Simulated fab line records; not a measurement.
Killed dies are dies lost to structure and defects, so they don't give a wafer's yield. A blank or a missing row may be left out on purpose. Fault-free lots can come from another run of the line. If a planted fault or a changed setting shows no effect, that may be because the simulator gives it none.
A struck lot beside a sound one || flow sky130 || 36 out of 708 route steps
Sound: these wafers, L907.1, L907.2, L907.3. Struck: wafers L913.2, L913.6. (L913.1 of the same lot was not struck and is left out.) The cause comes at the end.
At each step with rows: each side's tool, then ch and its chambers, then its first start. Under that, the readings that differ: sound wafers || struck wafers || difference of the means || sigmas: that difference in standard deviations of wafers without a fault.
alike: readings with means less than 2 such deviations apart, plus words and numbers identical on both sides. not compared: withheld readings, readings lacking a value on some wafer, bounds such as >300 that could conceal the same value, and numbers that have no deviation in the record and whose values overlap.
Wherever a step has rows on one side only, a row that says differs or no value, or a row with sigmas, the two part there. Numbers that have no deviation but don't overlap get no sigmas and don't part them. A reading that every wafer of one side lacks parts them only if that side has two wafers or more.

first, 9 steps without rows for these wafers: SKY_CAP2M_SPUTTER_02 (material TiN, target thk 200 nm, time 166.7 s); SKY_CAP2M_DEHYDRATE_05 (time 60 s); SKY_CAP2M_HMDS_06 (prime time 60 s); SKY_CAP2M_COAT_07 (resist thk 1140 nm); SKY_CAP2M_SOFTBAKE_08 (time 60 s); SKY_CAP2M_EXPOSE_09 (exposes mask CAP2M, target cd 1000 nm); SKY_CAP2M_PEB_10; SKY_CAP2M_DEVELOP_11 (develop time 60 s); SKY_CAP2M_METAL_ETCH_13 (etches TiN in Cl2/BCl3, stops on SiO2, target depth 220 nm, time 62.9 s).
SKY_CAP2M_STRIP_14: strips in O2/N2.
  sound on plasmaAsher-02 ch 0,1, day 45 04:55; struck on plasmaAsher-02 ch 1, day 46 23:10
  alike: drypumpMotorCurrentA, oesProductAu, stripTimeToEndpointS
  not compared: rfHoursCounterH
then, 25 steps without rows for these wafers: SKY_CAP2M_STRIP_15 (strips in post etch residue remover, time 1200 s); SKY_CAP2M_CLEAN_16 (cleans in IPA, time 180 s); SKY_CAP2M_CLEAN_17 (cleans in O3/DIW); SKY_METAL4_DEHYDRATE_05 (time 60 s); SKY_METAL4_HMDS_06 (prime time 60 s); SKY_METAL4_COAT_07 (resist thk 60 nm); SKY_METAL4_COAT_08 (resist thk 1140 nm); SKY_METAL4_SOFTBAKE_09 (time 90 s); SKY_METAL4_EXPOSE_10 (exposes mask MM4, target cd 300 nm); SKY_METAL4_PEB_11; SKY_METAL4_DEVELOP_12 (develop time 60 s); SKY_METAL4_DESCUM_15 (chemistry O2, time 8 s); SKY_METAL4_ETCH_16 (etches BARC in N2/H2, stops on SiO2, time 88.2 s, target depth 60 nm); SKY_METAL4_ETCH_17 (etches SiO2 in C4F8/O2/Ar, stops on TiN, time 3.9 s, target depth 15 nm); SKY_METAL4_METAL_ETCH_18 (etches the open film in Cl2/BCl3, stops on SiO2, target depth 845 nm, time 183.1 s); SKY_METAL4_STRIP_19 (strips in O2/N2); SKY_METAL4_STRIP_20 (strips in post etch residue remover, time 1200 s); SKY_METAL4_CLEAN_21 (cleans in IPA, time 180 s); SKY_METAL4_CLEAN_22 (cleans in O3/DIW); SKY_VIA4_HDPCVD_00 (deposits SiO2, target thk 1750 nm, time 291.7 s); SKY_VIA4_CMP_02 (polishes SiO2); SKY_VIA4_DEHYDRATE_04 (time 60 s); SKY_VIA4_HMDS_05 (prime time 60 s); SKY_VIA4_COAT_06 (resist thk 1140 nm); SKY_VIA4_SOFTBAKE_07 (time 60 s).
-- the record jumps here: 4 days lie between the struck wafers' starts before and after (it left off in module VIA4 and takes up again in module PAD_OPEN, whose first step shown is number 708 of the route) --
SKY_PAD_OPEN_PROBE_99:
  sound on prober-01, day 49 15:19; struck on prober-01, day 51 01:01
{"reading": "defectLimitedYield (%)", "sound": "84.1 83.3 83.9", "struck": "72.0 72.6", "difference": -11.5, "sigmas": -6}
{"reading": "killedAtOther", "sound": "0 1 1", "struck": "57 67", "difference": "+61", "sigmas": "+99 or more"}
{"reading": "killedDies", "sound": "78 82 79", "struck": "138 135", "difference": "+57", "sigmas": "+6"}
{"reading": "sort_bin_3_pad_short (%)", "sound": "0.6 0.6 0.8", "struck": "4.5 4.7", "difference": "+3.9", "sigmas": "+9"}
{"reading": "sort_bin_5_function (%)", "sound": "11.0 10.4 9.8", "struck": "14.4 17.3", "difference": "+5.5", "sigmas": "+4"}
{"reading": "sortNPass", "sound": "414 410 413", "struck": "354 357", "difference": -57, "sigmas": -6}
{"reading": "sortYieldPct (%)", "sound": "84.1 83.3 83.9", "struck": "72.0 72.6", "difference": -11.5, "sigmas": -6}
{"reading": "model.etest.tester.sortNPass", "sound": "414 410 413", "struck": "354 357", "difference": -57, "sigmas": ""}
{"reading": "model.etest.tester.sortYieldPct (%)", "sound": "84.15 83.33 83.94", "struck": "71.95 72.56", "difference": -11.55, "sigmas": ""}
{"reading": "model.etest.tester.sort_bin_5_pct (%)", "sound": "10.98 10.37 9.756", "struck": "14.43 17.28", "difference": "+5.49", "sigmas": ""}
{"reading": "model.etest.tester.sort_bin_3_pct (%)", "sound": "0.6098 0.6098 0.813", "struck": "4.472 4.675", "difference": "+3.896", "sigmas": ""}
  alike: killed_at_M0_to_M3, killed_at_M4_up, killedAtContacts, killedAtFrontEnd, killedOpen, killedShort, sort_bin_6_memory

== WHERE THEY PART ==
Only at SKY_PAD_OPEN_PROBE_99, as far as this record shows.

WHY: what had been put in by the simulator
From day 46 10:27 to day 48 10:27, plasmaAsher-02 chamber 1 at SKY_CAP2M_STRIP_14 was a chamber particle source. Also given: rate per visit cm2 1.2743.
